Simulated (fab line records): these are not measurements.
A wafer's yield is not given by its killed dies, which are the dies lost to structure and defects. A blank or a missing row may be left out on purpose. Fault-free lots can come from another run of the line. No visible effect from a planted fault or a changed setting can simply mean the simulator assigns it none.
Chamber matching -- flow gf180mcu -- GF_V4_CMP_04 on cmp-01 has 4 sister chambers
The step polishes SiO2. 4 wafers are shown with their chamber, then 12 later ones without.

EACH WAFER AND ITS CHAMBER
wafer,chamber,motorCurrentA (A)
L087.3,1,11.3
L089.5,0,12.1
L092.4,2,14.3
L092.5,3,13.1

WAFERS WITHOUT THEIR CHAMBER
wafer,motorCurrentA (A)
L093.2,11.0
L093.4,11.6
L093.6,11.2
L094.1,12.9
L094.3,12.1
L094.4,13.7
L096.2,11.1
L096.3,13.1
L096.5,14.1
L095.1,11.1
L095.5,11.2
L095.6,11.8

CHAMBER TAKEN BY EACH
wafer,from the rows above,in truth
L093.2,1,1
L093.4,can't be placed: 1 or 0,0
L093.6,1,1
L094.1,3,3
L094.3,0,0
L094.4,can't be placed: 3 or 2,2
L096.2,1,1
L096.3,3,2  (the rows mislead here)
L096.5,2,2
L095.1,1,1
L095.5,1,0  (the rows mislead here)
L095.6,can't be placed: 0 or 1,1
Placed correctly: 7 of 12. Not placeable from these rows: 3 (in 3, the candidates include the true chamber). Number placed wrongly: 2.
How it was worked out, from the rows above alone: a wafer's distance from a chamber is the root of the sum, over the readings, of the square of ((its reading less the chamber's mean) divided by the reading's scatter). The wafer belongs to the nearest chamber; if the next one is less than 2 further off, it can't be placed. Each chamber's mean is taken over the wafers shown for it. The scatter: root of mean squared gap, hidden wafer to nearest shown wafer, with one shown wafer a chamber.
